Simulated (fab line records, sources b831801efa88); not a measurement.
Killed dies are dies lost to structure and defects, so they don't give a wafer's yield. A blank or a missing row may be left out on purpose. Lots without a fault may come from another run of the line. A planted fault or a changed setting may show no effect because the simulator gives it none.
Split-lot experiment | flow gf180mcu | 5 lots, 23 wafers read, on a route of 602 steps

THE SPLIT
At GF_M3_SPUTTER_02 (material AlCu, target thk 450 nm, time 23.9 s), the setting power_w was moved away from the recipe's 10600 W on 6 of the 23 wafers read, by -11.8% to +7.6%. The other wafers ran this setting at the recipe's value.

FROM THE SPLIT TO THE READING: what the file shows between them, 7 steps
- GF_M3_SPUTTER_03: material Ti, target thk 10 nm, time 6.7 s
- GF_M3_SPUTTER_04: material TiN, target thk 50 nm, time 41.7 s
- GF_M3_RS_MEAS_05: measures by four-point-probe
- GF_M3_THK_MEAS_06: measures by xrf
- GF_M3_SOFTBAKE_10: time 60 s (also split here: temp_c)
- GF_M3_EXPOSE_11: exposes mask Metal3, target cd 280 nm
- GF_M3_PEB_12: peb time 90 s

THE READING
oes_product_au, in a.u., at GF_M3_METAL_ETCH_16 (etches the open film in Cl2/BCl3, stops on SiO2, target depth 627.5 nm, time 104.6 s). Fault-free wafers of this fab line usually give 0.971 a.u., standard deviation 0.0058 a.u..

wafer  | tool, chamber at the split | power_w as run, W | against the recipe | oes_product_au, a.u. | against lot-mates on the recipe
L076.2 | pvd_sputter-01, -          | 9353              | -11.8%             | 0.910                | -0.062
L076.3 | pvd_sputter-01, -          | 10600             | recipe             | 0.969                | -
L076.4 | pvd_sputter-01, -          | 10600             | recipe             | 0.976                | -
L076.5 | pvd_sputter-01, -          | 10600             | recipe             | 0.971                | -
L076.6 | pvd_sputter-01, -          | 9353              | -11.8%             | 0.911                | -0.061
L077.1 | pvd_sputter-03, -          | 10600             | recipe             | 0.970                | -
L077.2 | pvd_sputter-03, -          | 10600             | recipe             | 0.971                | -
L077.6 | pvd_sputter-03, -          | 10600             | recipe             | 0.981                | -
L080.1 | pvd_sputter-04, -          | 11410             | +7.6%              | 0.996                | +0.027
L080.2 | pvd_sputter-04, -          | 10600             | recipe             | 0.980                | -
L080.3 | pvd_sputter-04, -          | 10600             | recipe             | 0.966                | -
L080.5 | pvd_sputter-04, -          | 11410             | +7.6%              | 0.999                | +0.030
L080.6 | pvd_sputter-04, -          | 10600             | recipe             | 0.960                | -
L082.1 | pvd_sputter-04, -          | 10600             | recipe             | 0.967                | -
L082.2 | pvd_sputter-04, -          | 10600             | recipe             | 0.960                | -
L082.3 | pvd_sputter-04, -          | 10600             | recipe             | 0.972                | -
L082.5 | pvd_sputter-04, -          | 10600             | recipe             | 0.973                | -
L082.6 | pvd_sputter-04, -          | 10600             | recipe             | 0.974                | -
L084.1 | pvd_sputter-04, -          | 9546              | -9.9%              | 0.924                | -0.055
L084.2 | pvd_sputter-04, -          | 10600             | recipe             | 0.977                | -
L084.3 | pvd_sputter-04, -          | 9546              | -9.9%              | 0.926                | -0.053
L084.5 | pvd_sputter-04, -          | 10600             | recipe             | 0.979                | -
L084.6 | pvd_sputter-04, -          | 10600             | recipe             | 0.980                | -

THE FIT
A straight line over all 23 wafers: oes_product_au changes by +0.00462 a.u. for each +1% of power_w; r = +0.96; the points scatter about the line by 0.0066 a.u..
The same after taking each lot's own level away (the mean of its wafers on the recipe; 23 wafers): +0.00493 a.u. for each +1%; r = +0.98; scatter 0.0055 a.u..
On that fit, the largest move of power_w shifts the reading by 0.058 a.u..
The lots' own levels span 0.9687 to 0.9787 a.u., that is 1.7 times the standard deviation above.
So the lot-to-lot level changes the slope little: the two slopes agree.
Check: with one of the wafers moved furthest among these (-11.8%) left out of the fit, the line predicts -0.0586 a.u. for it against its lot-mates. It came out at -0.062 a.u. against them.

OTHER SPLITS ON THESE WAFERS
These wafers also went through other splits before the reading. Each is held against what the fit with the lots' levels taken away leaves over:
other split on the same wafers       | wafers away from the commonest value | r with oes_product_au (lot level and that fit taken away)
GF_M1_SPUTTER_04 chamber_pressure_pa | 18                                   | -0.16
GF_M1_STRIP_17 power_w               | 8                                    | -0.01
GF_V1_SPUTTER_22 time_s              | 9                                    | -0.02
GF_M2_SPUTTER_01 power_w             | 7                                    | +0.02
GF_M2_PEB_12 peb_temp_c              | 10                                   | -0.17
GF_V2_CVD_00 sih4_flow_sccm          | 7                                    | +0.04
GF_M3_SOFTBAKE_10 temp_c             | 11                                   | -0.19

THE WHOLE CHAIN: every reading that the file lists as answering this split, in the file's order
step                | what it does                                                                         | reading                                                                       | change (the file's fit)                   | r (the file's)
GF_M3_SPUTTER_02    | material AlCu, target thk 450 nm, time 23.9 s                                        | AlCu_of_M3_SPUTTER_02.thk_nm (the simulator's own value, which no gauge read) | +4.61 nm for each +1% of the setting      | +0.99
GF_M3_RS_MEAS_05    | measures by four-point-probe                                                         | M3_ALCU_RS                                                                    | -0.000793 for each +1% of the setting     | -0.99
GF_M3_THK_MEAS_06   | measures by xrf                                                                      | M3_ALCU_THK                                                                   | +4.54 for each +1% of the setting         | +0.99
GF_M3_METAL_ETCH_16 | etches the open film in Cl2/BCl3, stops on SiO2, target depth 627.5 nm, time 104.6 s | oes_product_au                                                                | +0.00496 a.u. for each +1% of the setting | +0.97

THE FILE'S OWN FIT
oes_product_au changes by +0.00496 a.u. for each +1% of power_w, r = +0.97.
